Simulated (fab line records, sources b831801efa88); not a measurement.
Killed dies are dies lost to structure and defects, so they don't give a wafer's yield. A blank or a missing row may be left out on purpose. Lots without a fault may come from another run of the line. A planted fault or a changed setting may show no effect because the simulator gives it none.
A struck lot beside a sound one | flow gf180mcu | 43 steps out of a route of 602
Sound: wafers L740.2, L740.3, L740.5. Struck: wafers L754.1, L754.4, L754.5. The cause comes at the end.
At each step with rows: each side's tool, then ch and its chambers, then its first start. Under that, the readings that differ: sound wafers | struck wafers | difference of the means | sigmas: that difference in standard deviations of wafers without a fault.
alike: readings whose means differ by less than 2 such deviations, and words and numbers that are the same on both sides. not compared: withheld readings, readings that some wafer has no value for, bounds like >300 that may hide the same value, and numbers for which the record gives no deviation and whose values overlap.
The two part at a step that has a row with sigmas, a row that says differs or no value, or rows on one side only. Numbers that don't overlap but have no deviation are shown without sigmas and don't part them. A reading that every wafer of one side lacks parts them only if that side has two wafers or more.

first, 1 step without rows for these wafers: GF_MVSD_IMPLANT_09.
GF_MVSD_STRIP_10: strips in O2/N2.
  sound on plasma_asher-01 ch 0, day 4 09:18; struck on plasma_asher-01 ch 0,1, day 8 01:58
  alike: drypump_motor_current_A, heater_power_w, oes_product_au, strip_time_to_endpoint_s
  not compared: rf_hours_counter_h
GF_MVSD_TW_MEAS_11:
  sound on film_metro-03, day 4 09:25; struck on film_metro-03, day 8 02:04
  alike: MVSD_TW
then, 7 steps without rows for these wafers: GF_MVPSD_DEHYDRATE_00 (time 60 s); GF_MVPSD_HMDS_01 (prime time 60 s); GF_MVPSD_COAT_02 (resist thk 3000 nm); GF_MVPSD_SOFTBAKE_03; GF_MVPSD_EXPOSE_04 (exposes mask MVPSD, target cd 1000 nm); GF_MVPSD_PEB_05; GF_MVPSD_DEVELOP_06 (develop time 60 s).
GF_MVPSD_OVL_MEAS_07:
  sound on overlay-01, day 4 22:58; struck on overlay-02, day 8 18:13
  alike: MVPSD_OVL
then, 1 step without rows for these wafers: GF_MVPSD_IMPLANT_08.
GF_MVPSD_IMPLANT_09:
  sound on implanter-01 ch 0, day 4 23:11; struck on implanter-01 ch 0, day 8 18:24
  reading            | sound                        | struck                        | difference | sigmas
  dose_ions_cm2      | 5.01e+12 5.009e+12 4.992e+12 | 9.483e+12 9.489e+12 9.486e+12 | +4.482e+12 | +99 or more
  faraday_current_uA | 28.7 28.7 27.7               | 55.1 54.0 52.5                | +25.5      | +44
GF_MVPSD_STRIP_10: strips in O2/N2.
  sound on plasma_asher-01 ch 0,1, day 4 23:18; struck on plasma_asher-01 ch 0,1, day 8 18:33
  alike: drypump_motor_current_A, heater_power_w, oes_product_au, strip_time_to_endpoint_s
  not compared: rf_hours_counter_h
GF_MVPSD_TW_MEAS_11:
  sound on film_metro-01, day 4 23:25; struck on film_metro-04, day 8 18:53
  reading  | sound             | struck            | difference | sigmas
  MVPSD_TW | 555.8 558.5 554.7 | 580.3 580.9 578.5 | +23.6      | +8
  not compared: hold
then, 6 steps without rows for these wafers: GF_VT_IMPLANT_HMDS_01 (prime time 60 s); GF_VT_IMPLANT_COAT_02 (resist thk 1000 nm); GF_VT_IMPLANT_SOFTBAKE_03 (time 60 s); GF_VT_IMPLANT_EXPOSE_04 (exposes mask LVPWELL LV AREA, target cd 600 nm); GF_VT_IMPLANT_PEB_05; GF_VT_IMPLANT_DEVELOP_06 (develop time 60 s).
GF_VT_IMPLANT_OVL_MEAS_07:
  sound on overlay-01, day 5 12:26; struck on overlay-02, day 9 10:55
  alike: VT_IMPLANT_OVL
then, 1 step without rows for these wafers: GF_VT_IMPLANT_IMPLANT_08.
GF_VT_IMPLANT_STRIP_09: strips in O2/N2.
  sound on plasma_asher-03 ch 0, day 5 12:37; struck on plasma_asher-02 ch 0,1, day 9 11:06
  reading                     | sound       | struck      | difference | sigmas
  drypump_motor_current_A (A) | 5.9 5.9 5.9 | 5.6 4.8 4.8 | -0.8       | -2
  alike: heater_power_w, oes_product_au, strip_time_to_endpoint_s
  not compared: rf_hours_counter_h
GF_VT_IMPLANT_TW_MEAS_10:
  sound on film_metro-03, day 5 12:43; struck on film_metro-01, day 9 11:12
  alike: VT_IMPLANT_TW
then, 7 steps without rows for these wafers: GF_VT_IMPLANT_DEHYDRATE_11 (time 60 s); GF_VT_IMPLANT_HMDS_12 (prime time 60 s); GF_VT_IMPLANT_COAT_13 (resist thk 1000 nm); GF_VT_IMPLANT_SOFTBAKE_14 (time 60 s); GF_VT_IMPLANT_EXPOSE_15 (exposes mask Nwell LV AREA, target cd 860 nm); GF_VT_IMPLANT_PEB_16; GF_VT_IMPLANT_DEVELOP_17 (develop time 60 s).
GF_VT_IMPLANT_OVL_MEAS_18:
  sound on overlay-01, day 6 02:10; struck on overlay-01, day 10 04:28
  alike: VT_IMPLANT_01_OVL
then, 1 step without rows for these wafers: GF_VT_IMPLANT_IMPLANT_19.
GF_VT_IMPLANT_STRIP_20: strips in O2/N2.
  sound on plasma_asher-02 ch 0,1, day 6 02:21; struck on plasma_asher-02 ch 0, day 10 04:39
  alike: drypump_motor_current_A, heater_power_w, oes_product_au, strip_time_to_endpoint_s
  not compared: rf_hours_counter_h
GF_VT_IMPLANT_TW_MEAS_21:
  sound on film_metro-03, day 6 02:28; struck on film_metro-03, day 10 04:45
  alike: VT_IMPLANT_2_TW
then, 5 steps without rows for these wafers: GF_VT_IMPLANT_DEHYDRATE_22 (time 60 s); GF_VT_IMPLANT_HMDS_23 (prime time 60 s); GF_VT_IMPLANT_COAT_24 (resist thk 1000 nm); GF_VT_IMPLANT_SOFTBAKE_25 (time 60 s); GF_VT_IMPLANT_EXPOSE_26 (exposes mask LVPWELL HV AREA, target cd 860 nm).
GF_VT_IMPLANT_RS_MEAS_49: measures by four-point-probe.
  sound on film_metro-01, day 7 07:41; struck on film_metro-04, day 11 18:44
  reading           | sound                | struck               | difference | sigmas
  MVPSD_RS (ohm/sq) | 1169.6 1171.5 1170.5 | 1024.2 1022.9 1024.1 | -146.8     | -54
  not compared: hold
GF_PASSIVATION_PROBE_99:
  the record has rows for the sound wafers here (prober-02, day 28 16:24) and none for the struck ones

WHERE THEY PART
First at GF_MVPSD_IMPLANT_09; last, within this record, at GF_PASSIVATION_PROBE_99.

WHY: what the simulator had put in
Process parameter drift: implanter-01, from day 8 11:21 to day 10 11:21, at GF_MVPSD_IMPLANT_09. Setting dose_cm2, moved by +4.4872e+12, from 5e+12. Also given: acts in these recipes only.
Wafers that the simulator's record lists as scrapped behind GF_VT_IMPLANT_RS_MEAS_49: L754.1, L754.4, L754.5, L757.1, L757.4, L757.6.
